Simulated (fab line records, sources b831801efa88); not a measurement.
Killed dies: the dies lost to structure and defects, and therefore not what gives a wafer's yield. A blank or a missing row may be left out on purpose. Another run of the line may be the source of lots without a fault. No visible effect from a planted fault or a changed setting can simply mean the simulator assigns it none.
One fault seen from 2 desks / flow gf180mcu / only its own numbers are on each desk; what lay behind them is given at the end

## FROM THE METROLOGY DESK
What the gauges read for every lot (on any tool): the sampled wafers with a number, averaged. If a lot's mean is further than 4 standard deviations from the usual mean, the lot is out of limits and carries the mark OUT (the distance appears in the brackets).
Columns: A = PASSIVATION_CVD_00_THK at GF_PASSIVATION_THK_MEAS_01, usual 993 nm
lot=L909; first seen here=day 28 22:55; A=995
lot=L910; first seen here=day 29 07:59; A=1010
lot=L911; first seen here=day 29 12:46; A=986
lot=L913; first seen here=day 30 05:56; A=988
lot=L914; first seen here=day 30 13:22; A=984
lot=L915; first seen here=day 30 21:55; A=980
lot=L916; first seen here=day 31 06:04; A=981
lot=L917; first seen here=day 31 09:45; A=992
lot=L919; first seen here=day 32 02:48; A=924 (-5.7) OUT
lot=L921; first seen here=day 32 10:34; A=925 (-5.7) OUT
lot=L928; first seen here=day 34 01:07; A=990
lot=L929; first seen here=day 34 06:09; A=1013
This desk's finding: out of limits on L919, L921; first on L919, day 32 02:48 (PASSIVATION_CVD_00_THK at GF_PASSIVATION_THK_MEAS_01). Within limits: L909, L910, L911, L913, L914, L915, L916, L917, L928, L929.

## AT THE TOOL OWNER'S DESK: pecvd-01
The tool's own readings at GF_PASSIVATION_CVD_00 (deposits SiO2 from TEOS, target thk 1000 nm, time 111.95 s): means of the sampled wafers that have a number, for each lot that ran on this tool. If a lot's mean is further than 4 standard deviations from the usual mean, the lot is out of limits and carries the mark OUT (the distance appears in the brackets).
Columns: A = heater power w at GF_PASSIVATION_CVD_00, usual 652 W; B = rf fwd power W at GF_PASSIVATION_CVD_00, usual 596.2 W
lot=L909; first seen here=day 28 22:50; A=681; B=593.0
lot=L911; first seen here=day 29 12:41; A=539; B=597.7
lot=L913; first seen here=day 30 05:51; A=689; B=594.0
lot=L914; first seen here=day 30 13:17; A=624; B=597.7
lot=L915; first seen here=day 30 21:49; A=537; B=596.1
lot=L916; first seen here=day 31 05:59; A=662; B=596.0
lot=L917; first seen here=day 31 09:40; A=513; B=596.1
lot=L919; first seen here=day 32 02:43; A=596; B=597.4
lot=L921; first seen here=day 32 10:29; A=601; B=596.7
Finding of this desk: none of the 9 lots has anything out of limits.

## PUT TOGETHER
The metrology desk could have raised an alarm at day 32 02:48, on L919, L921.
The desk of the tool owner found nothing out of limits.
On record at the tool owner's desk: L919, L921, within its limits.
Every lot named ran GF_PASSIVATION_CVD_00 on pecvd-01.

## WHAT THE SIMULATOR HAD PUT IN
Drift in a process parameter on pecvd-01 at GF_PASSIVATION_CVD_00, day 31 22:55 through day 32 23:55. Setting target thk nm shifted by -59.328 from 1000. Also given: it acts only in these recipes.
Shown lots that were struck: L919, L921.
Hours from the fault's start to each desk's first reading out of limits: the metrology desk, 4.
